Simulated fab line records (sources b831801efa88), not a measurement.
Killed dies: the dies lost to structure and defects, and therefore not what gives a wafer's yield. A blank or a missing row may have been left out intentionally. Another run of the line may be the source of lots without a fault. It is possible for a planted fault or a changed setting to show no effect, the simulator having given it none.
Which tool is to blame? | flow gf180mcu | at 1 step of a route of 602, 12 lots with 36 wafers sampled

WHAT THE GAUGES SHOWED, per wafer
GF_V5_THK_MEAS_01. Usual: V5_CVD_00_THK gives 300 nm (standard deviation 3).
lot  | measured     | on            | V5_CVD_00_THK (nm) | flag
L273 | day 26 04:27 | film_metro-03 | 303 299 309        |
L275 | day 27 12:43 | film_metro-03 | 300 299 299        |
L276 | day 27 20:24 | film_metro-03 | 299 297 300        |
L277 | day 28 10:43 | film_metro-03 | 299 298 297        |
L279 | day 28 18:40 | film_metro-02 | 297 299 295        |
L278 | day 29 02:46 | film_metro-02 | 298 298 299        |
L289 | day 31 14:27 | film_metro-02 | 302 303 303        |
L290 | day 31 21:35 | film_metro-02 | 299 298 298        |
L291 | day 32 01:58 | film_metro-02 | 298 305 298        |
L292 | day 32 09:38 | film_metro-02 | 300 296 300        |
L294 | day 33 00:57 | film_metro-03 | 304 304 301        |
L295 | day 33 01:20 | film_metro-04 | 300 297 301        |

TOOL THAT RAN EACH LOT (tool first, then ch and the chambers of the sampled wafers, then the start)
The record holds no process step before these readings.

WHAT THE TOOLS THEMSELVES READ (means of the sampled wafers that have a number; where no wafer has one, the mark that the record gives instead)
The record holds no such reading with a usual standard deviation.

THE ANSWER, worked out from the rows above alone
Rule: a lot counts as off when the mean over its wafers that have a number is more than 3 standard deviations away from the usual mean. A lot without any number at a reading at which 4 lots or more have one is off too. Where the step has rows for the other lots, those lots are counted as sound. After the gauges, taken in route order, come the tools' own readings; for these a lot's mean is taken, as printed above. The first step at which some lot is off is used, and at that step the reading that is off furthest; a lot without a number counts as furthest.
Across all readings shown, no lot is off: no conclusion can be drawn from this.

WHAT THE SIMULATOR PUT IN
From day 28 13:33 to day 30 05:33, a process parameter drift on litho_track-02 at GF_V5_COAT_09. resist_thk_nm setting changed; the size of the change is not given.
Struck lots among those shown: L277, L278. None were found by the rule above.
